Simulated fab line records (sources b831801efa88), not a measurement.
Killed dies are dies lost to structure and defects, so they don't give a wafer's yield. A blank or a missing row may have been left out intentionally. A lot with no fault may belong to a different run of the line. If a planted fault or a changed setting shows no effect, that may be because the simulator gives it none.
fab line records ; flow gf180mcu
[record] lots = 13; wafers = 39; last-day = 34
route steps=602 shown STI@23 POLY_GATE@164 PSD@255 CONTACT@310
lots that met no fault: taken from a fault-free run of the same line
start-h: the number of hours between the record's first day and the start of the first shown wafer of the lot ; wait-h: time in hours since the lot's previous step ; " as in the row above ; L1.1+2: one row covering several wafers at once ; - no value, or no start given ; * or withheld: withheld ; < > ~ a bound
route shown NAME@n: NAME is a module with steps in the file, n the number in the route of the first one ; usual: mean and standard deviation over wafers with no fault ; same: alike in all rows ; chamber/n: place in a boat ; sites: per-site readings ; _std_site: standard deviation across them ; _edge_site: the outer-site mean with the inner-site mean subtracted ; radius-mm: for every site, how far away it sits from the centre of the wafer ; mask NAME#n: copy n ; behind: tool/chamber where the wafer was last shaped ; hold: why the lot was held/for how many hours/how that ended ; device: which transistor (n, p or np) failed to switch ; end of line: the same wafers' tests at the end of the route ; where a step has no rows: the recipe by itself ; killed: dies that structure and defects cost at the first sort, which is not the same as the wafer's yield ; map: a wafer's dies, x killed, . not, _ none there
set.NAME: the run value of the setting; set.NAME@STEP: its run value at that earlier step ; model.NAME: the simulator's own value behind a step, which no gauge read
the route's steps for a sample of lots (tables are steps, rows are wafers)
services: when a tool's chamber went out of use (start-h, in hours from the record's first day, below 0 if earlier), for how many hours, and the reason
[[steps]]
[step GF_STI_THK_MEAS_22]
[recipe] reads = SiO2_of_STI_OXIDATION_21
[usual] STI_OXIDATION_01_THK = 14.89/0.27
lot.wafer;tool;chamber;start-h;wait-h;STI_OXIDATION_01_THK[nm]
L812.3;film-metro-04;-;29.29;0.0;15.10
L812.5;film-metro-04;-;29.29;0.0;15.25
L812.6;film-metro-04;-;29.29;0.0;14.99
L813.1;film-metro-04;-;34.09;0.0;15.26
L813.5;film-metro-04;-;34.09;0.0;15.14
L813.6;film-metro-04;-;34.09;0.0;15.04
L816.1;film-metro-04;-;50.06;0.0;14.77
L816.2;film-metro-04;-;50.06;0.0;15.04
L816.3;film-metro-04;-;50.06;0.0;14.73
L817.1;film-metro-02;-;54.13;0.0;14.90
L817.4;film-metro-02;-;54.13;0.0;14.93
L817.6;film-metro-02;-;54.13;0.0;14.79
L818.2;film-metro-02;-;57.65;0.0;15.11
L818.3;film-metro-02;-;57.65;0.0;14.72
L818.4;film-metro-02;-;57.65;0.0;15.07
L825.1;film-metro-04;-;101.97;0.0;14.96
L825.4;film-metro-04;-;101.97;0.0;14.89
L825.6;film-metro-04;-;101.97;0.0;14.82
L828.1;film-metro-04;-;114.30;0.0;14.84
L828.5;film-metro-04;-;114.30;0.0;15.04
L828.6;film-metro-04;-;114.30;0.0;14.76
L829.2;film-metro-02;-;123.81;0.0;14.56
L829.5;film-metro-02;-;123.81;0.0;14.58
L829.6;film-metro-02;-;123.81;0.0;14.48
L831.3;film-metro-02;-;129.86;0.0;15.15
L831.5;film-metro-02;-;129.86;0.0;15.17
L831.6;film-metro-02;-;129.86;0.0;15.17
L832.1;film-metro-04;-;130.80;0.0;14.78
L832.2;film-metro-04;-;130.80;0.0;14.78
L832.6;film-metro-04;-;130.80;0.0;14.68
L833.2;film-metro-01;-;135.83;0.0;15.27
L833.3;film-metro-01;-;135.83;0.0;15.38
L833.4;film-metro-01;-;135.83;0.0;15.31
L834.3;film-metro-04;-;143.65;0.0;14.44
L834.5;film-metro-04;-;143.65;0.0;14.28
L834.6;film-metro-04;-;143.65;0.0;14.25
L835.1;film-metro-04;-;146.20;0.0;14.85
L835.4;film-metro-04;-;146.20;0.0;14.98
L835.6;film-metro-04;-;146.20;0.0;14.79
[step GF_POLY_GATE_EXPOSE_07]
[recipe] mask-id = Poly2; target-cd-nm = 280; na = 0.68; source-shape = conventional; sigma-outer = 0.6; dose-mj = 28
lot.wafer;tool;chamber;start-h;wait-h;mask
L812.3+5+6;krf-scanner-02;0;188.39;-;Poly2#0
L813.1+5+6;krf-scanner-02;0;196.48;-;Poly2#0
L816.1+2+3;krf-scanner-01;0;218.31;-;Poly2#0
L817.1+4+6;krf-scanner-02;0;224.22;-;Poly2#0
L818.2+3+4;krf-scanner-02;0;228.70;-;Poly2#0
L825.1+4+6;krf-scanner-01;0;297.44;-;Poly2_R1#0
L828.1+5+6;krf-scanner-02;0;310.55;-;Poly2#0
L829.2+5+6;krf-scanner-01;0;324.48;-;Poly2#0
L832.1+2+6;krf-scanner-01;0;331.04;-;Poly2#0
L831.3+5+6;krf-scanner-02;0;331.32;-;Poly2#0
L833.2+3+4;krf-scanner-01;0;337.64;-;Poly2#0
L834.3+5+6;krf-scanner-01;0;352.37;-;Poly2#0
L835.1+4+6;krf-scanner-02;0;356.57;-;Poly2#0
[step GF_POLY_GATE_CD_MEAS_10]
[recipe] target-cd-nm = 280
[usual] cd-nm = 280.2/1.1
lot.wafer;tool;chamber;start-h;wait-h;cd-nm
L812.3;cd-sem-01;-;196.87;0.1;281.6
L812.5;cd-sem-01;-;196.87;0.1;282.2
L812.6;cd-sem-01;-;196.87;0.1;281.0
L813.1;cd-sem-01;-;204.65;0.1;279.8
L813.5;cd-sem-01;-;204.65;0.1;279.8
L813.6;cd-sem-01;-;204.65;0.1;279.6
L816.1;cd-sem-01;-;227.18;0.1;279.5
L816.2;cd-sem-01;-;227.18;0.1;279.8
L816.3;cd-sem-01;-;227.18;0.1;279.9
L817.1;cd-sem-01;-;233.19;0.1;276.5
L817.4;cd-sem-01;-;233.19;0.1;280.1
L817.6;cd-sem-01;-;233.19;0.1;277.8
L818.2;cd-sem-01;-;237.81;0.1;279.4
L818.3;cd-sem-01;-;237.81;0.1;279.9
L818.4;cd-sem-01;-;237.81;0.1;279.8
L825.1;cd-sem-02;-;307.04;0.1;265.4
L825.4;cd-sem-02;-;307.04;0.1;265.7
L825.6;cd-sem-02;-;307.04;0.1;265.4
L828.1;cd-sem-01;-;320.73;0.1;282.0
L828.5;cd-sem-01;-;320.73;0.1;282.1
L828.6;cd-sem-01;-;320.73;0.1;281.2
L829.2;cd-sem-02;-;334.70;0.1;279.6
L829.5;cd-sem-02;-;334.70;0.1;279.3
L829.6;cd-sem-02;-;334.70;0.1;281.5
L832.1;cd-sem-02;-;342.35;0.1;280.7
L832.2;cd-sem-02;-;342.35;0.1;279.9
L832.6;cd-sem-02;-;342.35;0.1;280.5
L831.3;cd-sem-01;-;342.74;0.1;281.1
L831.5;cd-sem-01;-;342.74;0.1;280.0
L831.6;cd-sem-01;-;342.74;0.1;281.4
L833.2;cd-sem-02;-;347.66;0.1;280.9
L833.3;cd-sem-02;-;347.66;0.1;280.9
L833.4;cd-sem-02;-;347.66;0.1;279.7
L834.3;cd-sem-01;-;363.72;0.1;280.2
L834.5;cd-sem-01;-;363.72;0.1;280.9
L834.6;cd-sem-01;-;363.72;0.1;281.8
L835.1;cd-sem-02;-;367.33;0.1;279.6
L835.4;cd-sem-02;-;367.33;0.1;278.8
L835.6;cd-sem-02;-;367.33;0.1;279.9
[step GF_PSD_CD_MEAS_07]
[recipe] target-cd-nm = 400
[usual] cd-nm = 399.2/2.5
lot.wafer;tool;chamber;start-h;wait-h;cd-nm
L812.3;cd-sem-02;-;317.18;0.1;401.7
L812.5;cd-sem-02;-;317.18;0.1;399.0
L812.6;cd-sem-02;-;317.18;0.1;397.8
L813.1;cd-sem-02;-;324.98;0.1;396.5
L813.5;cd-sem-02;-;324.98;0.1;400.1
L813.6;cd-sem-02;-;324.98;0.1;397.7
L816.1;cd-sem-01;-;352.60;0.1;401.2
L816.2;cd-sem-01;-;352.60;0.1;399.3
L816.3;cd-sem-01;-;352.60;0.1;400.0
L817.1;cd-sem-01;-;358.94;0.1;400.3
L817.4;cd-sem-01;-;358.94;0.1;402.5
L817.6;cd-sem-01;-;358.94;0.1;401.6
L818.2;cd-sem-02;-;365.80;0.1;394.0
L818.3;cd-sem-02;-;365.80;0.1;395.2
L818.4;cd-sem-02;-;365.80;0.1;398.1
L825.1;cd-sem-01;-;452.20;0.1;397.6
L825.4;cd-sem-01;-;452.20;0.1;397.8
L825.6;cd-sem-01;-;452.20;0.1;397.7
L828.1;cd-sem-01;-;466.95;0.1;397.8
L828.5;cd-sem-01;-;466.95;0.1;397.4
L828.6;cd-sem-01;-;466.95;0.1;394.4
L829.2;cd-sem-01;-;483.65;0.1;397.7
L829.5;cd-sem-01;-;483.65;0.1;397.2
L829.6;cd-sem-01;-;483.65;0.1;400.7
L832.1;cd-sem-01;-;490.53;0.1;396.4
L832.2;cd-sem-01;-;490.53;0.1;397.5
L832.6;cd-sem-01;-;490.53;0.1;399.2
L831.3;cd-sem-01;-;493.68;0.1;398.2
L831.5;cd-sem-01;-;493.68;0.1;399.0
L831.6;cd-sem-01;-;493.68;0.1;396.4
L833.2;cd-sem-01;-;495.67;0.1;400.6
L833.3;cd-sem-01;-;495.67;0.1;400.2
L833.4;cd-sem-01;-;495.67;0.1;400.5
L834.3;cd-sem-01;-;510.82;0.1;399.8
L834.5;cd-sem-01;-;510.82;0.1;400.3
L834.6;cd-sem-01;-;510.82;0.1;402.6
L835.1;cd-sem-02;-;515.80;0.1;396.9
L835.4;cd-sem-02;-;515.80;0.1;397.6
L835.6;cd-sem-02;-;515.80;0.1;396.4
[step GF_CONTACT_SPUTTER_23]
[recipe] material = TiN; target-thk-nm = 10; chamber-pressure-pa = 5; power-w = 4000; time-s = 40
[usual] throttle-valve-pct = 30.6/1
lot.wafer;tool;chamber;start-h;wait-h;throttle-valve-pct
L812.3;pvd-sputter-02;-;363.83;0.0;30.3
L812.5;pvd-sputter-02;-;363.83;0.0;31.3
L812.6;pvd-sputter-02;-;363.83;0.0;30.5
L813.1;pvd-sputter-04;-;370.88;0.0;30.3
L813.5;pvd-sputter-04;-;370.88;0.0;28.7
L813.6;pvd-sputter-04;-;370.88;0.0;31.4
L816.1;pvd-sputter-02;-;401.04;0.0;30.9
L816.2;pvd-sputter-02;-;401.04;0.0;30.3
L816.3;pvd-sputter-02;-;401.04;0.0;31.0
L817.1;pvd-sputter-03;-;408.38;0.0;32.0
L817.4;pvd-sputter-03;-;408.38;0.0;31.9
L817.6;pvd-sputter-03;-;408.38;0.0;30.3
L818.2;pvd-sputter-03;-;414.74;0.0;30.4
L818.3;pvd-sputter-03;-;414.74;0.0;32.1
L818.4;pvd-sputter-03;-;414.74;0.0;32.1
L825.1;pvd-sputter-04;-;503.27;0.0;31.7
L825.4;pvd-sputter-04;-;503.27;0.0;30.3
L825.6;pvd-sputter-04;-;503.27;0.0;28.7
L828.1;pvd-sputter-03;-;517.18;0.0;32.0
L828.5;pvd-sputter-03;-;517.18;0.0;32.1
L828.6;pvd-sputter-03;-;517.18;0.0;29.9
L829.2;pvd-sputter-04;-;532.51;0.0;30.4
L829.5;pvd-sputter-04;-;532.51;0.0;28.5
L829.6;pvd-sputter-04;-;532.51;0.0;31.7
L832.1;pvd-sputter-04;-;538.53;0.0;30.2
L832.2;pvd-sputter-04;-;538.53;0.0;31.6
L832.6;pvd-sputter-04;-;538.53;0.0;30.4
L831.3;pvd-sputter-04;-;542.53;0.0;30.3
L831.5;pvd-sputter-04;-;542.53;0.0;30.2
L831.6;pvd-sputter-04;-;542.53;0.0;29.9
L833.2;pvd-sputter-03;-;544.22;0.0;30.0
L833.3;pvd-sputter-03;-;544.22;0.0;32.2
L833.4;pvd-sputter-03;-;544.22;0.0;30.5
L834.3;pvd-sputter-04;-;559.66;0.0;30.5
L834.5;pvd-sputter-04;-;559.66;0.0;28.5
L834.6;pvd-sputter-04;-;559.66;0.0;30.4
L835.1;pvd-sputter-03;-;563.68;0.0;32.6
L835.4;pvd-sputter-03;-;563.68;0.0;31.9
L835.6;pvd-sputter-03;-;563.68;0.0;30.5
[[services]]
tool;chamber;start-h;hours;kind
krf-scanner-01;-;165.29;0.1;repair
krf-scanner-01;-;179.47;1.3;pm
krf-scanner-01;-;187.82;1.0;pm
krf-scanner-02;-;203.14;1.0;pm
krf-scanner-02;-;209.04;2.5;repair
krf-scanner-01;-;230.41;0.8;pm
krf-scanner-02;-;288.63;0.8;pm
krf-scanner-02;-;291.74;4.0;pm
krf-scanner-02;-;305.27;1.3;pm
krf-scanner-02;-;327.25;0.8;pm
krf-scanner-01;-;335.03;2.1;repair
krf-scanner-01;-;355.37;1.3;pm
krf-scanner-01;-;356.72;1.0;pm
krf-scanner-02;-;360.17;3.6;pm
krf-scanner-02;-;372.14;1.0;pm
pvd-sputter-04;-;384.16;8.0;repair
krf-scanner-01;-;399.21;0.8;pm
krf-scanner-01;-;418.56;0.3;repair
krf-scanner-02;-;436.87;2.2;repair
pvd-sputter-04;-;437.32;4.4;repair
krf-scanner-02;-;481.17;1.3;pm
krf-scanner-02;-;496.05;0.8;pm
krf-scanner-01;-;520.71;4.4;pm
krf-scanner-02;-;541.14;1.0;pm
[[key]]
[first-sign] step = GF_POLY_GATE_EXPOSE_07; reading = mask; direction = changed
[effect] step = GF_POLY_GATE_CD_MEAS_10; reading = cd-nm; direction = down; sigmas = 13; usual = 280.2; struck = 265.5
met-at GF_POLY_GATE_EXPOSE_07
struck-lots L825
tester-left-out L825
not-acting-at GF_STI_THK_MEAS_22,GF_PSD_CD_MEAS_07,GF_CONTACT_SPUTTER_23
onset-between 218.31 297.44
[fault] kind = wrong-mask; tool = any; chamber = -; onset-h = 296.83; steps = GF_POLY_GATE_EXPOSE_07; aux-copy = Poly2_R1#0; cd-offset-nm = -14; scope = struck-lots-only
// tester-left-out: of these lots the tester's yield and bins aren't shown, on N5 and GAA mostly nor the transistor test; their killed dies are dies lost to structure and defects alone, not to doping, threshold or leakage, so they don't give the yield
